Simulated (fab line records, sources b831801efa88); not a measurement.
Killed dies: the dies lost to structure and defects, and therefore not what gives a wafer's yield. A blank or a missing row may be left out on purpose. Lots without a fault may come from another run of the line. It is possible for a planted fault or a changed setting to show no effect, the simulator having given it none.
Struck lot and sound lot, side by side | flow sky130 | 21 steps out of a route of 708
Sound: wafers L407.2, L407.3, L407.6. Struck: wafers L411.2, L411.6. (L411.3 of the same lot was not struck and is left out.) The cause comes at the end.
Order at every step that has rows: each side's tool, ch and its chambers, its first start. Under that, the readings that differ: sound wafers | struck wafers | difference of the means | sigmas: that difference in standard deviations of wafers without a fault.
alike: same words and numbers on both sides, and readings whose means sit less than 2 such deviations apart. not compared: any withheld reading, any reading some wafer has no value for, any bound like >300 that may hide the same value, and any number with overlapping values for which the record gives no deviation.
The two part at a step that has a row with sigmas, a row that says differs or no value, or rows on one side only. Numbers that don't overlap but have no deviation are shown without sigmas and don't part them. Lack of a reading on every wafer of one side parts them only where that side has two or more wafers.

SKY_SD_N_RS_MEAS_17: measurement is done with a four-point probe.
  sound on film metro-03, day 30 08:26; struck on film metro-03, day 31 22:11
  alike: SD_P_RS
SKY_SD_N_RS_MEAS_18: measurement is done with a four-point probe.
  sound on film metro-03, day 30 08:34; struck on film metro-03, day 31 22:19
  alike: RES_XHIGH_RS
then, 2 steps without rows for these wafers: SKY_SALICIDE_CLEAN_00 (cleans in HF-last, time 30 s); SKY_LI_CONTACT_HDPCVD_00 (deposits PSG, target thk 930 nm, time 155 s).
SKY_LI_CONTACT_THK_MEAS_01:
  sound on film metro-03, day 30 08:47; struck on film metro-02, day 31 22:32
  alike: LI_CONTACT_HDPCVD_THK
SKY_LI_CONTACT_CMP_02: polishes PSG.
  sound on cmp-02 ch 0,1, day 30 08:50; struck on cmp-02 ch 3, day 31 22:38
  reading                | sound          | struck    | difference | sigmas
  time to endpoint s (s) | 34.8 35.1 36.0 | 31.9 29.1 | -4.8       | -2
  alike: head pressure psi, motor current A, platen rpm, slurry flow ml min
SKY_LI_CONTACT_BOW_MEAS_03:
  sound on film metro-02, day 30 09:10; struck on film metro-03, day 31 22:55
  alike: LI_CONTACT_BOW
then, 5 steps without rows for these wafers: SKY_LI_CONTACT_DEHYDRATE_04 (time 60 s); SKY_LI_CONTACT_HMDS_05 (prime time 60 s); SKY_LI_CONTACT_COAT_06 (resist thk 60 nm); SKY_LI_CONTACT_COAT_07 (resist thk 450 nm); SKY_LI_CONTACT_SOFTBAKE_08 (time 90 s).
SKY_LI_CONTACT_EXPOSE_09: exposes mask LICM1, target cd 170 nm.
  sound on krf scanner-01 ch 0, day 30 23:30; struck on krf scanner-01 ch 0, day 32 12:05
  alike: mask
then, 2 steps without rows for these wafers: SKY_LI_CONTACT_PEB_10; SKY_LI_CONTACT_DEVELOP_11 (develop time 60 s).
SKY_LI_CONTACT_CD_MEAS_12: target cd 170 nm.
  sound on cd sem-01, day 31 13:15; struck on cd sem-02, day 33 01:47
  reading    | sound             | struck      | difference | sigmas
  cd nm (nm) | 170.3 170.8 171.0 | 141.7 143.0 | -28.4      | -20
  not compared: hold
SKY_LI_CONTACT_OVL_MEAS_13:
  sound on overlay-02, day 31 13:21; struck on overlay-01, day 33 02:31
  reading | sound | struck                                            | difference                   | sigmas
  hold    | - - - | await dispo/0.6h/release await dispo/0.6h/release | no value on the sound wafers |
  alike: LI_CONTACT_OVL
SKY_LI_CONTACT_ETCH_14: etches BARC in N2/H2, stops on SiO2, time 45.9 s, target depth 60 nm.
  sound on rie diel-04 ch 0,3, day 31 13:23; struck on rie diel-03 ch 0, day 33 02:33
  reading                     | sound             | struck      | difference | sigmas
  model.LI_CONTACT.cd nm (nm) | 170.8 170.1 170.5 | 141.6 142.4 | -28.5      |
  alike: drypump motor current A, oes product au, throttle valve pct
  not compared: rf hours counter h
SKY_LI_CONTACT_ETCH_15: etches PSG in C4F8/O2/Ar, stops on Si, target depth 600 nm.
  sound on rie diel-04 ch 0,3, day 31 13:25; struck on rie diel-03 ch 0, day 33 02:35
  reading                     | sound           | struck      | difference | sigmas
  model.LI_CONTACT.cd nm (nm) | 171 169.8 170.3 | 141.4 142.6 | -28.4      |
  alike: oes product au
SKY_LI_CONTACT_STRIP_16: strips in O2/N2.
  sound on plasma asher-01 ch 0,1, day 31 13:31; struck on plasma asher-04 ch 1, day 33 02:40
  alike: drypump motor current A, oes product au, strip time to endpoint s
  not compared: rf hours counter h
-- a jump in the record: the struck wafers' starts before and after are 16 days apart (it breaks off in module LI_CONTACT and resumes in module PAD_OPEN, where the first step shown is number 708 of the route) --
SKY_PAD_OPEN_PROBE_99:
  sound on prober-02, day 47 13:56; struck on prober-02, day 48 14:52
  reading            | sound    | struck                                            | difference                   | sigmas
  hold               | - - -    | await dispo/2.2h/release await dispo/2.2h/release | no value on the sound wafers |
  killed at contacts | 19 16 28 | 159 184                                           | +150                         | +27
  killed dies        | 87 74 83 | 232 241                                           | +155                         | +16
  alike: killed_at_M0_to_M3, killed_at_M4_up, killed at front end, killed at other, killed open, killed short

WHERE THEY PART
Last at SKY_PAD_OPEN_PROBE_99 as far as this record goes, first at SKY_LI_CONTACT_CMP_02.

WHY: what had been put in by the simulator
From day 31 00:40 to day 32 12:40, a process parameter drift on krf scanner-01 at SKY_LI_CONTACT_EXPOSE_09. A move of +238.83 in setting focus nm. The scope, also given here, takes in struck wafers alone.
